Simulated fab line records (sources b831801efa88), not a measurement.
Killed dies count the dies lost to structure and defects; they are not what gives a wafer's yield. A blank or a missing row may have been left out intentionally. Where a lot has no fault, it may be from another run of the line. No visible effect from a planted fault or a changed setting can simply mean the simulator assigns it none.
fab line records | flow sky130
record: lots: 24 wafers: 72 lastDay: 50
route steps=708 shown CONTACT@424 VIA1@461 VIA2@521 METAL3@536
lots that met no fault: from a run of the same line without faults
startH: the number of hours between the record's first day and the start of the first shown wafer of the lot | waitH: hours since the lot's step before | " the same as in the row above | L1.1+2: a single row standing in for several wafers | - no value, or no start given | * or withheld: withheld | < > ~ a bound
route shown NAME@n: NAME is a module with steps in the file, n the number in the route of the first one | usual: average and standard deviation across the fault-free wafers | same: alike in all rows | chamber/n: place in a boat | sites: per-site readings | _std_site: how widely they spread, as a standard deviation | _edge_site: outer sites' mean less inner sites' | radiusMm: for every site, how far away it sits from the centre of the wafer | mask NAME#n: copy n | behind: the most recent tool/chamber to have shaped the wafer | hold: reason for holding the lot/hours on hold/outcome of the hold | device: the transistor (n, p or np) that didn't switch | end of line: the tests these same wafers got at the end of their route | step lacking rows: just its recipe | killed: at the first sort, the dies lost to defects and structure; wafer yield is something else | map: dies across one wafer; x = killed, . = not, _ = none there
set.NAME: the run value of the setting; set.NAME@STEP: its run value at that earlier step | model.NAME: the simulator's own value behind a step, which no gauge read
the route's steps for a sample of lots (tables are steps, rows are wafers)
services: when a tool's chamber went out of use (startH, in hours from the record's first day, below 0 if earlier), for how many hours, and the reason
== steps ==
step: SKY_CONTACT_ETCH_18
recipe: target: Si3N4 chemistry: CHF3/O2 stopOn: TiN sourceW: 600 biasW: 200 pressureMtorr: 40 chf3FlowSccm: 50 O2_flow_sccm: 5 timeS: 39 targetDepthA: 750
usual: biasW: 200.0/0.6 drypumpMotorCurrentA: 5.7/0.39 oesProductAu: 0.854/0.007 throttleValvePct: 8.792/0.0091
same: timeS: 39
columns lot.wafer tool chamber startH waitH biasW drypumpMotorCurrentA oesProductAu rfHoursCounterH throttleValvePct
L074.1 rieDiel-02 3 - - 200.0 5.7 0.853 22 8.787
L074.4 " 1 " " 200.1 5.9 0.864 16 8.793
L074.5 " 0 " " 200.0 5.5 0.862 - 8.787
L075.3 rieDiel-03 2 - - 200.9 6.6 0.861 23 8.802
L075.4 " 0 " " 200.2 5.9 0.859 6 8.799
L075.6 " 1 " " 199.5 5.8 0.863 - 8.798
L076.1 rieDiel-02 3 - - 199.5 5.7 0.857 22 8.792
L076.5 " 3 " " 199.0 5.7 0.852 - 8.794
L076.6 " 0 " " 199.5 5.4 0.866 - 8.795
L077.2 rieDiel-03 0 - - 200.1 5.9 0.842 6 8.762
L077.3 " 3 " " 200.1 5.3 0.841 16 8.795
L077.4 " 1 " " 199.2 5.8 0.858 23 8.791
L078.2 rieDiel-02 0 - - 199.8 5.4 0.860 14 8.788
L078.3 " 2 " " 200.4 5.3 0.848 17 8.788
L078.5 " 2 " " 199.6 5.3 0.852 - 8.773
L079.2 rieDiel-02 3 - - 200.3 5.8 0.852 24 8.790
L079.3 " 1 " " 199.9 5.9 0.847 19 8.791
L079.5 " 3 " " 200.3 5.7 0.866 - 8.823
L080.2 rieDiel-03 3 - - 199.7 5.3 0.854 17 8.801
L080.3 " 2 " " 200.6 6.6 0.861 25 8.798
L080.6 " 2 " " 200.0 6.6 0.859 - 8.804
L081.1 rieDiel-01 3 - - 200.5 5.6 0.853 16 8.795
L081.5 " 2 " " 199.9 6.4 0.852 - 8.800
L081.6 " 1 " " 200.8 6.2 0.847 - 8.795
L082.2 rieDiel-03 2 - - 200.7 6.6 0.855 25 8.791
L082.3 " 1 " " 199.9 5.8 0.849 24 8.786
L082.5 " 1 " " 199.7 5.8 0.858 - 8.800
L083.2 rieDiel-01 3 - - 199.7 5.5 0.851 16 8.790
L083.4 " 2 " " 199.8 6.4 0.859 21 8.796
L083.5 " 2 " " 199.5 6.4 0.861 - 8.792
L084.1 rieDiel-03 1 - - 199.4 5.8 0.852 25 8.780
L084.3 " 2 " " 199.3 6.6 0.846 26 8.778
L084.5 " 0 " " 200.5 5.8 0.864 - 8.789
L085.3 rieDiel-03 0 - - 200.2 5.8 0.842 9 8.810
L085.5 " 0 " " 200.8 5.8 0.862 - 8.794
L085.6 " 1 " " 198.8 5.8 0.850 - 8.785
L086.1 rieDiel-03 3 - - 199.4 5.4 0.835 19 8.789
L086.2 " 1 " " 200.2 5.8 0.855 25 8.790
L086.4 " 0 " " 200.2 5.8 0.867 9 8.781
L087.4 rieDiel-02 0 - - 200.3 5.5 0.860 16 8.782
L087.5 " 0 " " 200.3 5.5 0.856 - 8.776
L087.6 " 3 " " 199.9 5.7 0.855 - 8.778
L088.1 rieDiel-02 1 - - 200.4 5.9 0.844 20 8.806
L088.2 " 2 " " 200.0 5.3 0.854 20 8.798
L088.3 " 0 " " 201.2 5.4 0.847 17 8.798
L089.1 rieDiel-03 1 - - 199.5 5.8 0.845 26 8.796
L089.3 " 3 " " 200.1 5.4 0.848 19 8.781
L089.6 " 1 " " 198.6 5.8 0.862 - 8.795
L090.2 rieDiel-02 0 - - 199.7 5.4 0.856 17 8.798
L090.4 " 0 " " 198.8 5.5 0.859 - 8.783
L090.5 " 1 " " 198.7 5.9 0.856 - 8.785
L091.1 rieDiel-03 2 - - 200.7 6.6 0.848 28 8.783
L091.3 " 0 " " 200.6 5.8 0.846 10 8.780
L091.4 " 1 " " 200.0 5.8 0.860 26 8.785
L092.3 rieDiel-02 0 - - 200.0 5.4 0.849 18 8.811
L092.4 " 2 " " 200.6 5.3 0.853 21 8.793
L092.6 " 0 " " 199.1 5.4 0.858 - 8.795
L093.1 rieDiel-02 1 - - 199.7 5.9 0.856 22 8.801
L093.2 " 2 " " 199.5 5.3 0.854 22 8.793
L093.5 " 2 " " 200.3 5.3 0.867 - 8.797
L094.4 rieDiel-02 1 - - 199.6 5.9 0.861 22 8.791
L094.5 " 2 " " 199.4 5.4 0.861 - 8.787
L094.6 " 1 " " 200.1 5.9 0.853 - 8.789
L095.1 rieDiel-02 2 - - 199.7 5.3 0.841 22 8.792
L095.3 " 1 " " 201.2 5.9 0.851 22 8.796
L095.5 " 2 " " 199.5 5.3 0.863 - 8.785
L096.2 rieDiel-02 2 - - 199.6 5.3 0.844 22 8.788
L096.3 " 3 " " 200.5 5.7 0.845 1 8.791
L096.6 " 3 " " 199.9 5.7 0.860 - 8.776
L097.2 rieDiel-02 2 - - 199.8 5.3 0.856 22 8.799
L097.3 " 3 " " 200.0 5.7 0.858 1 8.782
L097.5 " 2 " " 201.0 5.3 0.854 - 8.799
step: SKY_VIA1_BOW_MEAS_03
recipe: mode: bow
usual: VIA1_BOW: 80/7
columns lot.wafer tool chamber startH waitH VIA1_BOW[um]
L074.1 filmMetro-02 - 762.28 0.1 85
L074.4 " - " " 85
L074.5 " - " " 89
L075.3 filmMetro-03 - 764.71 0.2 84
L075.4 " - " " 82
L075.6 " - " " 80
L076.1 filmMetro-03 - 776.79 0.1 93
L076.5 " - " " 81
L076.6 " - " " 78
L077.2 filmMetro-01 - 785.91 0.3 77
L077.3 " - " " 81
L077.4 " - " " 67
L078.2 filmMetro-03 - 787.21 0.2 70
L078.3 " - " " 76
L078.5 " - " " 95
L079.2 filmMetro-01 - 811.51 0.3 89
L079.3 " - " " 90
L079.5 " - " " 85
L080.2 filmMetro-02 - 817.73 0.3 80
L080.3 " - " " 61
L080.6 " - " " 79
L082.2 filmMetro-01 - 830.89 0.2 62
L082.3 " - " " 84
L082.5 " - " " 68
L083.2 filmMetro-01 - 837.14 0.2 83
L083.4 " - " " 82
L083.5 " - " " 78
L084.1 filmMetro-01 - 853.60 0.2 78
L084.3 " - " " 76
L084.5 " - " " 81
L081.1 filmMetro-02 - 854.10 0.1 76
L081.5 " - " " 81
L081.6 " - " " 92
L085.3 filmMetro-03 - 855.00 0.1 79
L085.5 " - " " 88
L085.6 " - " " 88
L086.1 filmMetro-01 - 864.54 0.1 78
L086.2 " - " " 89
L086.4 " - " " 81
L087.4 filmMetro-01 - 865.20 0.3 82
L087.5 " - " " 66
L087.6 " - " " 70
L088.1 filmMetro-01 - 875.08 0.2 76
L088.2 " - " " 83
L088.3 " - " " 79
L089.1 filmMetro-03 - 884.48 0.1 88
L089.3 " - " " 80
L089.6 " - " " 92
L090.2 filmMetro-02 - 889.92 0.2 81
L090.4 " - " " 73
L090.5 " - " " 74
L091.1 filmMetro-03 - 895.29 0.2 77
L091.3 " - " " 82
L091.4 " - " " 79
L092.3 filmMetro-03 - 903.92 0.2 93
L092.4 " - " " 82
L092.6 " - " " 73
L093.1 filmMetro-03 - 918.18 0.1 76
L093.2 " - " " 80
L093.5 " - " " 82
L094.4 filmMetro-03 - 919.53 0.3 81
L094.5 " - " " 87
L094.6 " - " " 80
L095.1 filmMetro-03 - 921.11 0.2 81
L095.3 " - " " 83
L095.5 " - " " 76
L096.2 filmMetro-03 - 926.90 0.1 90
L096.3 " - " " 87
L096.6 " - " " 76
L097.2 filmMetro-01 - 939.19 0.2 84
L097.3 " - " " 87
L097.5 " - " " 69
step: SKY_VIA1_RS_MEAS_22
recipe: thkMeasGauge: four-point-probe reads: W_of_VIA1_CVD_21+TiN_of_VIA1_SPUTTER_20
usual: VIA1_W_RS: 0.422/0.006
columns lot.wafer tool chamber startH waitH VIA1_W_RS[ohm/sq]
L074.1 filmMetro-03 - 790.38 0.1 0.415
L074.4 " - " " 0.419
L074.5 " - " " 0.415
L075.3 filmMetro-03 - 792.62 0.1 0.423
L075.4 " - " " 0.409
L075.6 " - " " 0.410
L076.1 filmMetro-03 - 803.31 0.1 0.431
L076.5 " - " " 0.420
L076.6 " - " " 0.431
L077.2 filmMetro-02 - 812.90 0.1 0.419
L077.3 " - " " 0.419
L077.4 " - " " 0.412
L078.2 filmMetro-01 - 814.03 0.1 0.421
L078.3 " - " " 0.424
L078.5 " - " " 0.424
L079.2 filmMetro-01 - 838.39 0.1 0.417
L079.3 " - " " 0.424
L079.5 " - " " 0.414
L080.2 filmMetro-02 - 845.58 0.1 0.426
L080.3 " - " " 0.418
L080.6 " - " " 0.416
L082.2 filmMetro-03 - 858.35 0.1 0.427
L082.3 " - " " 0.427
L082.5 " - " " 0.422
L083.2 filmMetro-01 - 863.34 0.1 0.428
L083.4 " - " " 0.420
L083.5 " - " " 0.429
L084.1 filmMetro-01 - 880.38 0.1 0.422
L084.3 " - " " 0.424
L084.5 " - " " 0.428
L081.1 filmMetro-02 - 881.43 0.1 0.428
L081.5 " - " " 0.419
L081.6 " - " " 0.412
L085.3 filmMetro-01 - 881.66 0.1 0.426
L085.5 " - " " 0.413
L085.6 " - " " 0.425
L086.1 filmMetro-01 - 892.03 0.1 0.419
L086.2 " - " " 0.427
L086.4 " - " " 0.426
L087.4 filmMetro-01 - 892.60 0.1 0.427
L087.5 " - " " 0.421
L087.6 " - " " 0.428
L088.1 filmMetro-01 - 901.75 0.1 0.420
L088.2 " - " " 0.420
L088.3 " - " " 0.418
L089.1 filmMetro-03 - 911.26 0.1 0.411
L089.3 " - " " 0.420
L089.6 " - " " 0.423
L090.2 filmMetro-02 - 916.28 0.1 0.431
L090.4 " - " " 0.429
L090.5 " - " " 0.430
L091.1 filmMetro-01 - 921.12 0.1 0.410
L091.3 " - " " 0.414
L091.4 " - " " 0.427
L092.3 filmMetro-01 - 929.07 0.1 0.420
L092.4 " - " " 0.428
L092.6 " - " " 0.410
L093.1 filmMetro-01 - 943.47 0.2 0.419
L093.2 " - " " 0.420
L093.5 " - " " 0.422
L094.4 filmMetro-03 - 945.29 0.1 0.425
L094.5 " - " " 0.430
L094.6 " - " " 0.423
L095.1 filmMetro-02 - 946.33 0.2 0.425
L095.3 " - " " 0.431
L095.5 " - " " 0.428
L096.2 filmMetro-02 - 952.24 0.1 0.414
L096.3 " - " " 0.426
L096.6 " - " " 0.423
L097.2 filmMetro-02 - 964.36 0.1 0.419
L097.3 " - " " 0.416
L097.5 " - " " 0.428
step: SKY_VIA2_ETCH_14
recipe: chemistry: N2/H2 target: BARC ionEnergyEv: 200 sourceW: 500 biasW: 100 pressureMtorr: 30 n2FlowSccm: 100 h2FlowSccm: 200 stopOn: SiO2 timeS: 45.9 targetDepthA: 600
usual: biasW: 100.0/0.31 drypumpMotorCurrentA: 5.9/0.53 n2FlowSccm: 100.0/0.3 oesProductAu: 0.856/0.0046 throttleValvePct: 13.226/0.0087
same: timeS: 45.9
columns lot.wafer tool chamber startH waitH biasW drypumpMotorCurrentA n2FlowSccm oesProductAu rfHoursCounterH throttleValvePct
L074.1 rieDiel-04 3 845.21 0.0 99.6 6.3 100.3 0.860 21 13.217
L074.4 " 2 " " 100.2 6.7 100.4 0.853 5 13.222
L074.5 " 0 " " 100.3 5.6 99.4 0.867 - 13.233
L075.3 rieDiel-03 2 847.06 0.0 100.2 6.6 99.8 0.863 27 13.238
L075.4 " 3 " " 100.1 5.4 99.8 0.850 19 13.210
L075.6 " 3 " " 100.1 5.4 99.3 0.855 - 13.223
L076.1 rieDiel-01 1 857.66 0.0 100.5 6.2 99.9 0.857 7 13.221
L076.5 " 0 " " 100.1 4.9 100.4 0.852 - 13.228
L076.6 " 3 " " 100.2 5.6 100.2 0.858 - 13.221
L077.2 rieDiel-01 1 866.96 0.0 99.4 6.2 100.2 0.857 7 13.222
L077.3 " 0 " " 100.0 4.9 100.2 0.860 20 13.225
L077.4 " 3 " " 100.0 5.6 99.6 0.857 18 13.222
L078.2 rieDiel-03 1 868.87 0.0 99.7 5.8 100.1 0.858 26 13.230
L078.3 " 3 " " 100.4 5.3 99.8 0.856 20 13.226
L078.5 " 2 " " 100.3 6.6 100.1 0.852 - 13.222
L079.2 rieDiel-01 0 891.81 0.0 100.2 4.9 100.0 0.861 21 13.236
L079.3 " 2 " " 99.7 6.4 100.7 0.857 24 13.211
L079.5 " 2 " " 99.8 6.4 100.4 0.852 - 13.220
L080.2 rieDiel-03 2 899.82 0.0 100.6 6.6 99.6 0.860 29 13.223
L080.3 " 1 " " 99.9 5.8 100.5 0.855 27 13.222
L080.6 " 2 " " 100.3 6.6 99.5 0.850 - 13.231
L082.2 rieDiel-03 1 911.73 0.0 100.0 5.8 100.0 0.858 28 13.223
L082.3 " 2 " " 100.2 6.6 100.2 0.860 29 13.212
L082.5 " 2 " " 99.8 6.6 99.8 0.852 - 13.211
L083.2 rieDiel-04 2 917.52 0.0 99.4 6.7 100.2 0.853 7 13.227
L083.4 " 1 " " 100.2 6.1 100.2 0.855 20 13.217
L083.5 " 1 " " 100.2 6.1 100.2 0.852 - 13.234
L084.1 rieDiel-01 2 932.82 0.0 99.8 6.4 100.6 0.858 25 13.223
L084.3 " 1 " " 100.4 6.2 100.1 0.851 9 13.235
L084.5 " 2 " " 100.2 6.4 99.7 0.856 - 13.216
L081.1 rieDiel-03 1 933.61 0.0 100.0 5.8 99.3 0.856 28 13.232
L081.5 " 0 " " 99.7 5.9 99.8 0.855 - 13.224
L081.6 " 3 " " 99.8 5.4 99.6 0.859 - 13.237
L085.3 rieDiel-01 3 934.23 0.0 100.2 5.6 99.6 0.857 21 13.208
L085.5 " 1 " " 100.0 6.2 100.1 0.860 - 13.236
L085.6 " 2 " " 100.5 6.4 99.9 0.847 - 13.229
L086.1 rieDiel-04 2 944.12 0.0 99.8 6.7 100.4 0.855 8 13.222
L086.2 " 3 " " 100.0 6.2 99.7 0.856 23 13.223
L086.4 " 2 " " 99.8 6.7 100.3 0.848 - 13.230
L087.4 rieDiel-03 1 944.50 0.0 100.3 5.8 100.4 0.860 - 13.224
L087.5 " 0 " " 100.4 5.8 100.1 0.854 - 13.215
L087.6 " 3 " " 99.3 5.4 99.6 0.858 - 13.213
L088.1 rieDiel-01 0 953.51 0.0 99.1 4.9 100.1 0.854 22 13.223
L088.2 " 1 " " 100.4 6.2 100.1 0.864 9 13.236
L088.3 " 3 " " 100.0 5.6 100.2 0.854 21 13.240
L089.1 rieDiel-04 3 962.97 0.0 100.3 6.2 99.7 0.858 0 13.220
L089.3 " 0 " " 100.5 5.6 100.1 0.861 10 13.242
L089.6 " 0 " " 100.3 5.6 100.2 0.855 - 13.216
L090.2 rieDiel-01 1 969.18 0.0 100.0 6.2 99.3 0.868 10 13.228
L090.4 " 0 " " 99.4 4.9 100.4 0.863 23 13.230
L090.5 " 1 " " 99.7 6.3 99.9 0.853 - 13.200
L091.1 rieDiel-04 0 971.13 0.0 99.6 5.6 100.0 0.853 10 13.214
L091.3 " 2 " " 99.8 6.7 100.5 0.859 9 13.242
L091.4 " 3 " " 100.1 6.2 99.9 0.853 - 13.234
L092.3 rieDiel-03 0 979.82 0.0 99.8 5.9 99.8 0.868 14 13.224
L092.4 " 2 " " 100.2 6.6 100.4 0.852 1 13.215
L092.6 " 0 " " 100.0 5.9 100.1 0.849 - 13.220
L093.1 rieDiel-04 0 993.67 0.0 100.1 5.6 99.9 0.859 11 13.231
L093.2 " 3 " " 100.2 6.2 99.8 0.869 1 13.228
L093.5 " 0 " " 100.4 5.6 99.9 0.852 - 13.223
L094.4 rieDiel-03 0 995.06 0.0 99.9 5.9 99.8 0.855 15 13.225
L094.5 " 0 " " 99.8 5.8 100.0 0.856 - 13.217
L094.6 " 3 " " 99.8 5.4 100.1 0.849 - 13.228
L095.1 rieDiel-03 2 996.78 0.0 99.9 6.6 99.9 0.852 1 13.222
L095.3 " 3 " " 100.5 5.4 100.3 0.864 24 13.219
L095.5 " 1 " " 99.4 5.8 100.3 0.860 - 13.222
L096.2 rieDiel-01 0 1001.51 0.0 99.9 4.9 99.8 0.856 24 13.219
L096.3 " 1 " " 100.2 6.2 100.1 0.854 11 13.223
L096.6 " 1 " " 100.0 6.2 100.0 0.859 - 13.231
L097.2 rieDiel-01 1 1013.78 0.0 99.7 6.2 99.6 0.858 11 13.229
L097.3 " 0 " " 100.6 4.9 100.1 0.858 24 13.228
L097.5 " 0 " " 100.6 4.9 100.2 0.854 - 13.214
step: SKY_METAL3_SPUTTER_04
recipe: material: TiN targetThkNm: 70 powerW: 6500 timeS: 58.3 chamberPressurePa: 0.4
usual: throttleValvePct: 30.1/0.7
same: timeS: 58.3
columns lot.wafer tool chamber startH waitH throttleValvePct
L074.1 pvdSputter-02 - 847.12 0.0 30.5
L074.4 " - " " 30.5
L074.5 " - " " 31.5
L075.3 pvdSputter-03 - 848.66 0.0 30.4
L075.4 " - " " 30.4
L075.6 " - " " 30.3
L076.1 pvdSputter-03 - 859.49 0.0 29.4
L076.5 " - " " 30.4
L076.6 " - " " 30.1
L077.2 pvdSputter-03 - 868.53 0.0 30.1
L077.3 " - " " 28.9
L077.4 " - " " 29.6
L078.2 pvdSputter-04 - 870.46 0.0 29.5
L078.3 " - " " 30.7
L078.5 " - " " 29.5
L079.2 pvdSputter-02 - 893.43 0.0 31.4
L079.3 " - " " 30.4
L079.5 " - " " 31.6
L080.2 pvdSputter-03 - 901.30 0.0 30.4
L080.3 " - " " 29.1
L080.6 " - " " 30.2
L082.2 pvdSputter-03 - 917.16 0.0 30.1
L082.3 " - " " 29.2
L082.5 " - " " 30.3
L083.2 pvdSputter-04 - 919.00 0.0 29.5
L083.4 " - " " 30.9
L083.5 " - " " 31.1
L084.1 pvdSputter-04 - 934.30 0.0 30.7
L084.3 " - " " 29.6
L084.5 " - " " 29.6
L081.1 pvdSputter-04 - 935.13 0.0 30.9
L081.5 " - " " 31.1
L081.6 " - " " 29.3
L085.3 pvdSputter-03 - 935.77 0.0 30.1
L085.5 " - " " 29.3
L085.6 " - " " 29.4
L086.1 pvdSputter-02 - 945.67 0.0 30.4
L086.2 " - " " 31.9
L086.4 " - " " 29.7
L087.4 pvdSputter-04 - 945.97 0.0 30.7
L087.5 " - " " 29.5
L087.6 " - " " 30.7
L088.1 pvdSputter-02 - 955.02 0.0 31.6
L088.2 " - " " 30.3
L088.3 " - " " 30.2
L089.1 pvdSputter-03 - 964.45 0.0 29.5
L089.3 " - " " 30.1
L089.6 " - " " 29.4
L090.2 pvdSputter-04 - 970.69 0.0 29.6
L090.4 " - " " 29.5
L090.5 " - " " 29.4
L091.1 pvdSputter-04 - 972.61 0.0 29.4
L091.3 " - " " 30.7
L091.4 " - " " 29.7
L092.3 pvdSputter-03 - 981.29 0.0 29.2
L092.4 " - " " 29.0
L092.6 " - " " 30.2
L093.1 pvdSputter-03 - 995.14 0.0 30.5
L093.2 " - " " 28.8
L093.5 " - " " 30.3
L094.4 pvdSputter-02 - 996.81 0.0 30.5
L094.5 " - " " 30.4
L094.6 " - " " 31.3
L095.1 pvdSputter-02 - 998.36 0.0 31.5
L095.3 " - " " 29.6
L095.5 " - " " 30.1
L096.2 pvdSputter-04 - 1002.99 0.0 31.0
L096.3 " - " " 29.6
L096.6 " - " " 30.6
L097.2 pvdSputter-02 - 1015.25 0.0 30.5
L097.3 " - " " 31.5
L097.5 " - " " 30.0
step: SKY_METAL3_STRIP_19
recipe: chemistry: O2/N2 powerW: 1400 pressureMtorr: 1500 platenTempC: withheld o2FlowSccm: 3000 n2FlowSccm: 300 overashFraction: 0.5
usual: drypumpMotorCurrentA: 6.1/0.47 n2FlowSccm: 299.9/0.91 oesProductAu: 0.504/0.0051 stripTimeToEndpointS: 6.58/0.061
columns lot.wafer tool chamber startH waitH drypumpMotorCurrentA n2FlowSccm oesProductAu rfHoursCounterH stripTimeToEndpointS
L074.1 plasmaAsher-01 0 900.02 0.1 5.4 299.7 0.510 106 6.64
L074.4 " 1 " " 6.6 300.2 0.512 - 6.64
L074.5 " 1 " " 6.6 299.8 0.508 - 6.68
L075.3 plasmaAsher-01 1 900.89 0.1 6.6 299.4 0.496 - 6.46
L075.4 " 0 " " 5.4 299.8 0.499 - 6.50
L075.6 " 0 " " 5.4 299.9 0.498 - 6.46
L076.1 plasmaAsher-03 0 912.37 0.1 6.0 299.5 0.508 48 6.63
L076.5 " 1 " " 6.4 300.6 0.503 - 6.69
L076.6 " 0 " " 5.9 299.7 0.514 - 6.65
L077.2 plasmaAsher-03 0 920.65 0.1 6.0 301.1 0.506 49 6.55
L077.3 " 1 " " 6.4 299.5 0.509 - 6.52
L077.4 " 0 " " 5.9 299.4 0.506 - 6.58
L078.2 plasmaAsher-03 0 922.54 0.1 5.9 301.0 0.503 49 6.56
L078.3 " 0 " " 6.0 300.0 0.505 - 6.60
L078.5 " 1 " " 6.4 301.8 0.493 - 6.49
L079.2 plasmaAsher-03 1 945.40 0.2 6.4 299.6 0.497 52 6.54
L079.3 " 1 " " 6.4 299.8 0.506 - 6.58
L079.5 " 1 " " 6.4 298.6 0.504 - 6.58
L080.2 plasmaAsher-01 1 951.32 0.1 6.6 299.7 0.509 111 6.63
L080.3 " 1 " " 6.6 299.5 0.499 - 6.56
L080.6 " 0 " " 5.4 299.0 0.496 - 6.66
L082.2 plasmaAsher-03 0 965.82 0.1 5.9 300.0 0.501 54 6.51
L082.3 " 1 " " 6.4 297.5 0.498 - 6.53
L082.5 " 0 " " 5.9 300.2 0.494 - 6.52
L083.2 plasmaAsher-02 0 969.04 0.1 6.6 300.0 0.513 24 6.56
L083.4 " 1 " " 6.4 299.5 0.507 - 6.68
L083.5 " 1 " " 6.4 300.2 0.505 - 6.64
L084.1 plasmaAsher-01 1 983.69 0.1 6.6 301.3 0.507 114 6.55
L084.3 " 1 " " 6.6 300.8 0.501 - 6.57
L084.5 " 1 " " 6.6 301.4 0.512 - 6.56
L081.1 plasmaAsher-01 0 984.80 0.1 5.4 301.4 0.496 115 6.53
L081.5 " 1 " " 6.6 301.1 0.503 - 6.48
L081.6 " 0 " " 5.4 299.1 0.502 - 6.55
L085.3 plasmaAsher-03 1 986.59 0.1 6.4 299.7 0.504 - 6.51
L085.5 " 0 " " 6.0 300.5 0.501 - 6.48
L085.6 " 1 " " 6.4 300.7 0.507 - 6.54
L086.1 plasmaAsher-01 0 994.04 0.1 5.4 299.1 0.499 115 6.56
L086.2 " 1 " " 6.6 300.1 0.509 115 6.52
L086.4 " 1 " " 6.6 299.3 0.501 - 6.60
L087.4 plasmaAsher-02 1 994.72 0.1 6.5 301.6 0.515 - 6.63
L087.5 " 1 " " 6.4 301.2 0.506 - 6.61
L087.6 " 0 " " 6.6 300.8 0.511 - 6.60
L088.1 plasmaAsher-01 1 1003.42 0.1 6.6 299.7 0.511 116 6.56
L088.2 " 0 " " 5.4 299.5 0.505 116 6.58
L088.3 " 1 " " 6.6 297.8 0.511 - 6.60
L089.1 plasmaAsher-01 0 1012.04 0.1 5.4 299.6 0.503 117 6.57
L089.3 " 0 " " 5.4 298.3 0.494 - 6.55
L089.6 " 1 " " 6.6 298.0 0.498 - 6.50
L090.2 plasmaAsher-03 1 1019.16 0.1 6.4 299.9 0.501 59 6.63
L090.4 " 0 " " 5.9 299.6 0.506 - 6.66
L090.5 " 1 " " 6.4 300.3 0.505 - 6.63
L091.1 plasmaAsher-01 0 1020.92 0.1 5.4 300.3 0.498 118 6.56
L091.3 " 0 " " 5.4 300.2 0.506 - 6.46
L091.4 " 1 " " 6.6 300.4 0.503 - 6.54
L092.3 plasmaAsher-03 1 1028.94 0.1 6.4 299.8 0.507 - 6.63
L092.4 " 0 " " 5.9 298.7 0.507 - 6.69
L092.6 " 0 " " 5.9 299.5 0.512 - 6.68
L093.1 plasmaAsher-01 1 1041.54 0.1 6.6 297.8 0.500 120 6.56
L093.2 " 0 " " 5.4 300.2 0.499 120 6.56
L093.5 " 0 " " 5.4 299.9 0.503 - 6.54
L094.4 plasmaAsher-01 0 1042.49 0.1 5.4 301.6 0.512 - 6.54
L094.5 " 0 " " 5.4 301.6 0.507 - 6.60
L094.6 " 1 " " 6.5 301.1 0.510 - 6.60
L095.1 plasmaAsher-03 0 1044.72 0.1 5.9 300.5 0.495 61 6.56
L095.3 " 1 " " 6.4 299.2 0.505 - 6.59
L095.5 " 0 " " 5.9 301.2 0.511 - 6.63
L096.2 plasmaAsher-02 1 1047.90 0.1 6.4 298.9 0.505 32 6.68
L096.3 " 0 " " 6.6 299.6 0.516 - 6.60
L096.6 " 1 " " 6.4 299.8 0.508 - 6.63
L097.2 plasmaAsher-02 0 1060.29 0.1 6.6 299.8 0.504 33 6.53
L097.3 " 1 " " 6.4 299.9 0.500 - 6.58
L097.5 " 0 " " 6.6 300.3 0.507 - 6.57
== services ==
columns tool chamber startH hours kind
rieDiel-01 - 710.02 68.1 repair
rieDiel-04 1 735.20 20.2 repair
rieDiel-03 0 745.63 1.4 repair
rieDiel-01 1 749.10 4.6 repair
rieDiel-01 2 768.86 7.4 repair
pvdSputter-03 - 785.08 1.4 repair
rieDiel-04 2 786.42 12.8 repair
rieDiel-01 0 787.90 2.6 repair
rieDiel-02 3 806.79 18.7 repair
rieDiel-02 - 812.75 14.6 pm
plasmaAsher-03 - 819.56 1.3 repair
rieDiel-04 2 828.72 3.1 repair
pvdSputter-02 - 830.89 4.8 repair
pvdSputter-04 - 847.65 3.6 repair
rieDiel-01 - 852.33 0.3 repair
rieDiel-04 1 867.16 2.7 repair
plasmaAsher-01 - 877.02 18.8 repair
plasmaAsher-01 - 879.27 0.5 repair
rieDiel-03 - 883.62 0.6 repair
rieDiel-03 1 890.81 6.4 repair
rieDiel-01 - 901.04 2.8 pm
rieDiel-02 3 941.93 10.3 repair
rieDiel-01 - 955.42 3.6 repair
plasmaAsher-01 - 1055.25 9.0 pm
== key ==
fault none
